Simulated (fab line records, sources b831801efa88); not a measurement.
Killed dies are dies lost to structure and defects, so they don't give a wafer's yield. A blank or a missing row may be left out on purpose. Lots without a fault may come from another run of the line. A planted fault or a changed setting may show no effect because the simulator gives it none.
Which tool did it? | flow sky130 | 13 lots, 39 wafers sampled, at 1 step of a route of 708

WHAT THE GAUGES READ, wafer by wafer
SKY_METAL2_OVL_MEAS_16. Usual: METAL2_OVL 6 nm, standard deviation 4.4.
lot  | measured     | on         | METAL2_OVL (nm) | flag
L277 | day 34 07:43 | overlay-02 | 1 6 -3          |
L278 | day 34 20:12 | overlay-01 | 8 7 9           |
L279 | day 35 04:53 | overlay-01 | 13 10 10        |
L281 | day 36 07:20 | overlay-02 | 7 7 10          |
L282 | day 36 21:26 | overlay-01 | 5 3 7           |
L283 | day 37 02:43 | overlay-02 | 11 7 10         |
L284 | day 37 05:50 | overlay-02 | 1 3 3           |
L291 | day 39 05:58 | overlay-02 | 3 7 7           |
L294 | day 40 12:16 | overlay-01 | 0 0 9           |
L293 | day 40 12:16 | overlay-02 | 2 3 1           |
L299 | day 42 07:26 | overlay-01 | 12 10 12        |
L298 | day 42 07:47 | overlay-02 | 13 10 11        |
L300 | day 42 12:32 | overlay-01 | 4 4 2           |

WHICH TOOL RAN EACH LOT (tool, then ch and the chambers of the sampled wafers, then the start)
The record holds no process step before these readings.

WHAT THE TOOLS THEMSELVES READ (means of the sampled wafers that have a number; where no wafer has one, the mark that the record gives instead)
The record holds no such reading with a usual standard deviation.

THE ANSWER, worked out from the rows above alone
Rule: a lot is off if the mean of its wafers that have a number lies more than 3 standard deviations from the usual mean. A lot without any number at a reading at which 4 lots or more have one is off too. The other lots that the step has rows for count as sound. The gauges are gone through in route order, then the tools' own readings, and for those a lot's mean is taken as printed above. The first step at which some lot is off is used, and at that step the reading that is off furthest; a lot without a number counts as furthest.
No lot is off at any reading shown: from this, nothing can be told.

WHAT THE SIMULATOR HAD PUT IN
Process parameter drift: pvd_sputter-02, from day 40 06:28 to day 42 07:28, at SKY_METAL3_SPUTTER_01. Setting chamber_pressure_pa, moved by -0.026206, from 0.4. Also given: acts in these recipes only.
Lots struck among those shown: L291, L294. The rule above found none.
